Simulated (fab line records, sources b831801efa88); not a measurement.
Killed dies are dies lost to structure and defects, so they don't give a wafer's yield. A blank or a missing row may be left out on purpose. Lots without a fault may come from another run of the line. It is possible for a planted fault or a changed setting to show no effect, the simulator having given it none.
Chamber matching | flow sky130 | SKY_FIELD_ISO_ETCH_17 on rie_si-01: 4 sister chambers
The step etches Si in HBr/Cl2/O2, target depth 342 nm, time 97.7 s. 16 wafers are shown with their chamber, then 7 later ones without.

## WAFERS PAIRED WITH THEIR CHAMBERS
wafer  | chamber | oes_product_au (a.u.) | throttle_valve_pct (%)
L698.3 | 2       | 0.995                 | 25.670
L698.4 | 0       | 0.973                 | 25.679
L698.6 | 3       | 0.998                 | 25.654
L699.1 | 1       | 0.975                 | 25.655
L699.4 | 2       | 0.992                 | 25.659
L699.5 | 1       | 0.994                 | 25.657
L702.1 | 0       | 0.981                 | 25.673
L702.3 | 1       | 0.984                 | 25.661
L702.5 | 2       | 1.005                 | 25.671
L703.1 | 0       | 0.974                 | 25.673
L703.3 | 3       | 1.011                 | 25.648
L703.4 | 2       | 0.993                 | 25.679
L706.2 | 2       | 0.990                 | 25.661
L706.3 | 1       | 0.994                 | 25.655
L706.4 | 0       | 0.979                 | 25.642
L714.2 | 3       | 1.020                 | 25.630

SIGNATURES (means of the wafers above)
reading            | chamber 0 | chamber 1 | chamber 2 | chamber 3 | scatter within a chamber
oes_product_au     | 0.97675   | 0.98675   | 0.99500   | 1.00967   | 0.00752
throttle_valve_pct | 25.66675  | 25.65700  | 25.66800  | 25.64400  | 0.011
Rule: for each reading, subtract the chamber's mean from the wafer's reading, divide by that reading's scatter and square the result; add these up over the readings and take the root, which gives the wafer's distance from the chamber. The wafer belongs to the nearest chamber; if the next one is less than 2 further off, it can't be placed. The scatter is the square root of a quotient: the sum, over the shown wafers, of each reading's squared deviation from its chamber's mean, divided by wafers minus chambers.

## WAFERS WHOSE CHAMBER IS MISSING
wafer  | oes_product_au (a.u.) | throttle_valve_pct (%)
L714.4 | 0.991                 | 25.671
L716.2 | 0.981                 | 25.662
L716.4 | 0.989                 | 25.649
L716.5 | 0.982                 | 25.671
L721.1 | 0.991                 | 25.665
L721.3 | 0.986                 | 25.662
L721.6 | 0.980                 | 25.661

## WHICH CHAMBER EACH ONE RAN IN
wafer  | from the rows above               | in truth
L714.4 | can't be placed: 2 or 1 or 0      | 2
L716.2 | can't be placed: 0 or 1 or 2      | 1
L716.4 | can't be placed: 1 or 2 or 0 or 3 | 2
L716.5 | can't be placed: 0 or 1 or 2      | 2
L721.1 | can't be placed: 2 or 1 or 0      | 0
L721.3 | can't be placed: 1 or 0 or 2      | 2
L721.6 | can't be placed: 0 or 1 or 2      | 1
0 of 7 placed correctly. Can't be placed from these rows: 7 (the true chamber is among the candidates in 7). Number placed wrongly: 0.
